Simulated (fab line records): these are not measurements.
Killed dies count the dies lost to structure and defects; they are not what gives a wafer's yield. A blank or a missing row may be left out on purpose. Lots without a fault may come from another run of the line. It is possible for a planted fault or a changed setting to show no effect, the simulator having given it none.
Which of the tools did it?	flow sfqLine	7 lots, 21 wafers sampled, at 2 steps of a route of 325

WHAT THE GAUGES READ, wafer by wafer
SFQ_C5_OVL_MEAS_937.
lot	measured	on	C5_OVL (nm)
L842	day 57 13:28	overlay-01	3 3 6
L846	day 59 01:53	overlay-01	0 0 4
L848	day 59 17:29	overlay-01	10 11 10
L854	day 61 18:02	overlay-02	18 14 17
L858	day 62 18:38	overlay-01	0 -5 -1
L861	day 63 12:44	overlay-02	3 15 10
L863	day 63 22:21	overlay-01	0 3 2

TOOL THAT RAN EACH LOT (tool first, then ch and the chambers of the sampled wafers, then the start)
lot	SFQ_TRILAYER_R5_STRIP_STRIP_140
L842	rieMetal-04 ch 0,1, day 52 02:57
L846	rieMetal-04 ch 0,1, day 53 06:33
L848	rieMetal-04 ch 0,1, day 53 22:54
L854	rieMetal-04 ch 0,1, day 56 03:36
L858	rieMetal-04 ch 0,1, day 56 23:00
L861	rieMetal-02 ch 0,1, day 57 17:13
L863	rieMetal-04 ch 0,1, day 58 03:07
- SFQ_TRILAYER_R5_STRIP_STRIP_140: strips in O2.

THE ANSWER, worked out from the rows above alone
Rule: the lots themselves supply what counts as usual. The widest of any qualifying gaps counts: lots, ordered by their means at a reading, are off when they make up no more than a third of the lots, leave a main group of 4 or more, and stand apart from it by 3 or more times the standard deviation of that group's means. The tables above print the reading to a certain number of digits; a main group whose means all agree to those digits is not used. Also off: a lot with no number at a reading for which 4 or more lots have one. All remaining lots with rows at the step are treated as sound.
No lot is off on any of the readings shown, so nothing can be concluded from this.

WHAT THE SIMULATOR PUT IN
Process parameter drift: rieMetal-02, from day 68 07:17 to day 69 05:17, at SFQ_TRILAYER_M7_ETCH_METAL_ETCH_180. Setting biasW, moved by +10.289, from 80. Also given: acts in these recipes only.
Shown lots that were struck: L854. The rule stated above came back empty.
